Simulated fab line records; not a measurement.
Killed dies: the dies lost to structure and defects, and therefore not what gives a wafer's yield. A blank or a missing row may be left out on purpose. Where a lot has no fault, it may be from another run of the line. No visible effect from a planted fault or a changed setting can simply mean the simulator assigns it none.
Chamber matching | flow gf180mcu | 4 sister chambers for GF_V1_ETCH_16 on rie diel-02
The step etches BARC in N2/H2. 16 wafers are shown with their chamber, then 8 later ones without.

WAFERS WITH THEIR CHAMBER
wafer  | chamber | drypump motor current A (A) | oes product au (a.u.) | throttle valve pct (%)
L312.1 | 2       | 5.7                         | 0.845                 | 13.216
L312.4 | 1       | 4.9                         | 0.854                 | 13.234
L312.5 | 2       | 5.7                         | 0.849                 | 13.226
L313.1 | 2       | 5.8                         | 0.862                 | 13.213
L313.4 | 0       | 5.8                         | 0.852                 | 13.237
L313.5 | 0       | 5.8                         | 0.861                 | 13.205
L314.2 | 3       | 6.0                         | 0.843                 | 13.213
L314.4 | 2       | 5.7                         | 0.862                 | 13.237
L314.6 | 3       | 6.0                         | 0.847                 | 13.206
L317.1 | 3       | 5.9                         | 0.856                 | 13.222
L317.5 | 2       | 5.8                         | 0.854                 | 13.213
L317.6 | 3       | 6.0                         | 0.846                 | 13.230
L320.1 | 2       | 5.7                         | 0.852                 | 13.211
L320.4 | 0       | 5.8                         | 0.857                 | 13.219
L320.6 | 1       | 4.9                         | 0.863                 | 13.230
L324.1 | 1       | 4.9                         | 0.867                 | 13.244

SIGNATURES, as means of the wafers listed above
reading                 | chamber 0 | chamber 1 | chamber 2 | chamber 3 | scatter within a chamber
drypump motor current A | 5.800     | 4.900     | 5.733     | 5.975     | 0.0417
oes product au          | 0.85667   | 0.86133   | 0.85400   | 0.84800   | 0.0062
throttle valve pct      | 13.22033  | 13.23600  | 13.21933  | 13.21775  | 0.011
Rule: for each reading, subtract the chamber's mean from the wafer's reading, divide by that reading's scatter and square the result; add these up over the readings and take the root, which gives the wafer's distance from the chamber. The wafer belongs to the nearest chamber; if the next one is less than 2 further off, it can't be placed. The scatter: take each reading less its chamber's mean, square it, sum over the shown wafers, divide by the number of wafers less the number of chambers, and take the root.

WAFERS WITHOUT THEIR CHAMBER
wafer  | drypump motor current A (A) | oes product au (a.u.) | throttle valve pct (%)
L324.5 | 6.0                         | 0.855                 | 13.227
L324.6 | 5.8                         | 0.854                 | 13.234
L331.1 | 6.0                         | 0.855                 | 13.235
L331.3 | 5.8                         | 0.860                 | 13.238
L331.5 | 5.8                         | 0.854                 | 13.227
L332.1 | 5.8                         | 0.849                 | 13.220
L332.2 | 6.0                         | 0.854                 | 13.224
L332.5 | 4.9                         | 0.856                 | 13.238

WHICH CHAMBER EACH WENT THROUGH
wafer  | from the rows above     | in truth
L324.5 | 3                       | 3
L324.6 | can't be placed: 0 or 2 | 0
L331.1 | 3                       | 3
L331.3 | can't be placed: 0 or 2 | 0
L331.5 | can't be placed: 0 or 2 | 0
L332.1 | can't be placed: 0 or 2 | 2
L332.2 | 3                       | 3
L332.5 | 1                       | 1
Correctly placed: 4 of 8. Can't be placed from these rows: 4 (the true chamber is among the candidates in 4). Placed wrongly: 0.
